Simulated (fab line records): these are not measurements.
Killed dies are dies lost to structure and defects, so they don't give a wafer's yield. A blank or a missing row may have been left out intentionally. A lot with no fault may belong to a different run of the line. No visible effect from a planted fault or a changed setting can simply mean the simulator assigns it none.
Which tool did it?	flow gf180mcu	41 wafers from 14 lots sampled at 6 of the route's 602 steps

== WHAT EACH GAUGE READ, for each wafer ==
GF_POLY_GATE_CD_MEAS_18. Usual: cdNm at 280.3 nm, with a standard deviation of 2.
lot	measured	on	cdNm (nm)	flag
L904	day 9 07:13	cdSem-02	279.4 278.8 278.1	
L906	day 9 21:10	cdSem-02	280.6 278.9 279.3	
L907	day 10 01:51	cdSem-02	281.2 281.5 280.8	
L908	day 10 11:14	cdSem-01	279.3 280.5 280.2	
L909	day 10 17:07	cdSem-01	277.9 279.8 279.2	
L910	day 10 23:44	cdSem-01	280.5 281.2 280.1	
L912	day 11 15:24	cdSem-02	279.0 277.3 276.6	
L913	day 12 01:51	cdSem-01	281.3 282.0 280.9	
L916	day 12 19:44	cdSem-02	280.3 277.1	
L918	day 13 09:49	cdSem-02	280.1 281.3 279.4	
L923	day 14 22:55	cdSem-02	278.2 282.7 278.0	
L925	day 15 12:57	cdSem-02	282.0 284.2 280.0	
L926	day 15 17:49	cdSem-01	279.3 278.4 280.4	
L927	day 16 07:50	cdSem-01	281.9 285.0 279.7	

GF_HV_LDD_TW_MEAS_23. Usual: for HV_LDD_2_TW the level is 1058 and the standard deviation is 7.9.
lot	measured	on	HV_LDD_2_TW	flag
L904	day 10 19:05	filmMetro-01	1046 1048 1047	
L906	day 11 10:14	filmMetro-01	1049 1048 1046	
L907	day 11 13:59	filmMetro-02	1064 1055 1047	
L908	day 12 00:49	filmMetro-03	1065 1070 1067	
L909	day 12 07:05	filmMetro-03	1067 1063 1059	
L910	day 12 13:08	filmMetro-01	1044 1054 1049	
L912	day 13 07:05	filmMetro-01	1048 1042 1044	
L913	day 13 17:38	filmMetro-03	1071 1070 1072	
L916	day 14 13:29	filmMetro-01	1052 1051	
L918	day 15 03:35	filmMetro-02	1064 1059 1060	
L923	day 16 18:31	filmMetro-02	1051 1059 1065	
L925	day 17 10:10	filmMetro-03	1068 1063 1067	
L926	day 17 15:16	filmMetro-02	1057 1060 1058	
L927	day 18 05:38	filmMetro-03	1066 1063 1068	

GF_HV_LDD_TW_MEAS_38. Usual: for HV_LDD_3_TW the level is 1437 and the standard deviation is 11.
lot	measured	on	HV_LDD_3_TW	flag
L904	day 11 14:41	filmMetro-01	1429 1430 1422	
L906	day 12 05:55	filmMetro-03	1450 1452 1451	
L907	day 12 10:00	filmMetro-02	1432 1443 1435	
L908	day 12 21:02	filmMetro-03	1451 1463 1454	
L909	day 13 03:20	filmMetro-02	1429 1433 1432	
L910	day 13 09:38	filmMetro-02	1429 1434 1426	
L912	day 14 03:59	filmMetro-01	1438 1432 1435	
L913	day 14 14:50	filmMetro-01	1439 1432 1439	
L916	day 15 11:41	filmMetro-01	1422 1475	
L918	day 16 01:38	filmMetro-01	1425 1467 1471	
L923	day 17 18:16	filmMetro-02	1445 1439 1437	
L925	day 18 08:52	filmMetro-03	1448 1450 1444	
L926	day 18 15:19	filmMetro-02	1426 1431 1430	
L927	day 19 06:37	filmMetro-02	1442 1440 1442	

GF_HV_LDD_CD_MEAS_46: target cd 400 nm. Usual: cdNm at 400.5 nm, with a standard deviation of 2.4.
lot	measured	on	cdNm (nm)	flag
L904	day 12 10:02	cdSem-01	400.6 401.5 403.6	
L906	day 13 02:10	cdSem-01	405.1 403.3 404.0	
L907	day 13 05:46	cdSem-02	401.1 401.4 399.9	
L908	day 13 17:31	cdSem-02	402.6 402.2 402.0	
L909	day 13 23:06	cdSem-01	398.8 398.4 399.1	
L910	day 14 05:57	cdSem-01	397.6 397.6 397.3	
L912	day 15 01:28	cdSem-01	396.4 399.3 399.9	
L913	day 15 12:40	cdSem-02	397.7 398.8 398.4	
L916	day 16 09:28	cdSem-01	398.3 400.0	
L918	day 16 23:55	cdSem-01	405.4 404.7 405.6	
L923	day 18 17:29	cdSem-02	402.1 401.0 400.8	
L925	day 19 09:04	cdSem-01	400.3 400.0 399.4	
L926	day 19 14:42	cdSem-02	398.2 397.6 397.5	
L927	day 20 07:26	cdSem-01	398.5 401.2 399.7	

GF_HV_LDD_RS_MEAS_53: measures by four-point-probe. Usual: for HV_LDD_RS the level is 418.2 ohm/sq and the standard deviation is 1.1.
lot	measured	on	HV_LDD_RS (ohm/sq)	flag
L904	day 12 10:37	filmMetro-01	416.8 417.5 417.0	
L906	day 13 02:44	filmMetro-03	419.1 417.7 417.2	
L907	day 13 06:20	filmMetro-03	418.9 418.3 418.6	
L908	day 13 18:06	filmMetro-01	419.4 419.0 419.4	
L909	day 13 23:41	filmMetro-03	417.4 416.3 416.7	
L910	day 14 06:32	filmMetro-02	418.1 417.3 418.8	
L912	day 15 02:03	filmMetro-01	417.9 417.9 418.5	
L913	day 15 13:15	filmMetro-03	419.1 418.7 419.7	
L916	day 16 10:04	filmMetro-02	417.4 409.9	OFF
L918	day 17 00:29	filmMetro-01	418.4 410.4 410.0	OFF
L923	day 18 18:04	filmMetro-03	416.6 416.9 417.8	
L925	day 19 09:40	filmMetro-03	416.6 418.8 418.6	
L926	day 19 15:17	filmMetro-01	419.1 419.5 418.2	
L927	day 20 08:01	filmMetro-01	418.8 419.1 419.1	

== WHICH TOOL RAN EACH LOT (tool, then ch and the chambers of the sampled wafers, then the start) ==
lot	GF_HV_LDD_IMPLANT_36
L904	implanter-01 ch 0, day 11 14:26
L906	implanter-01 ch 0, day 12 05:40
L907	implanter-03 ch 0, day 12 09:46
L908	implanter-04 ch 0, day 12 20:47
L909	implanter-01 ch 0, day 13 03:07
L910	implanter-04 ch 0, day 13 09:25
L912	implanter-01 ch 0, day 14 03:44
L913	implanter-04 ch 0, day 14 14:37
L916	implanter-01 ch 0, day 15 11:26
L918	implanter-01 ch 0, day 16 01:23
L923	implanter-04 ch 0, day 17 18:01
L925	implanter-03 ch 0, day 18 08:37
L926	implanter-01 ch 0, day 18 15:05
L927	implanter-01 ch 0, day 19 06:22
- GF_HV_LDD_IMPLANT_36

== WHAT THE TOOLS THEMSELVES READ (means of the sampled wafers that have a number; where no wafer has one, the mark that the record gives instead) ==
GF_HV_LDD_IMPLANT_36. Usual: beamOnS 10.02 s, standard deviation 0.2; faradayCurrentUA 42.2, standard deviation 0.85.
lot	tool	beamOnS (s)	faradayCurrentUA	flag
L904	implanter-01	9.86	42.8	
L906	implanter-01	10.14	41.7	
L907	implanter-03	10.08	41.9	
L908	implanter-04	10.14	41.6	
L909	implanter-01	9.97	42.4	
L910	implanter-04	9.77	43.2	
L912	implanter-01	9.88	42.7	
L913	implanter-04	10.16	41.7	
L916	implanter-01	12.14	35.6	OFF
L918	implanter-01	12.83	33.9	OFF
L923	implanter-04	10.20	41.4	
L925	implanter-03	9.90	42.8	
L926	implanter-01	10.00	42.4	
L927	implanter-01	9.99	42.5	

== THE ANSWER, worked out from the rows above alone ==
Rule: a lot counts as off when the mean over its wafers that have a number is more than 3 standard deviations away from the usual mean. A lot without any number at a reading at which 4 lots or more have one is off too. The other lots that the step has rows for count as sound. Order of review: gauges by route order, followed by the tools' own readings, for which a lot's mean as printed above is used. At the first step where some lot is off, the reading lying furthest off is the one used; lots without a number count as furthest.
Off: at GF_HV_LDD_RS_MEAS_53 (HV_LDD_RS), L916, L918.
If a tool, at a process step before that reading, ran all the lots that are off and no sound lot after the first of them, it fits. Not tried: the gauges at GF_HV_LDD_RS_MEAS_53; whatever is off there is also off at GF_HV_LDD_IMPLANT_36, on other tools, and gauge error can't account for it. Of those tried, none fits.

== WHAT THE SIMULATOR HAD PUT IN ==
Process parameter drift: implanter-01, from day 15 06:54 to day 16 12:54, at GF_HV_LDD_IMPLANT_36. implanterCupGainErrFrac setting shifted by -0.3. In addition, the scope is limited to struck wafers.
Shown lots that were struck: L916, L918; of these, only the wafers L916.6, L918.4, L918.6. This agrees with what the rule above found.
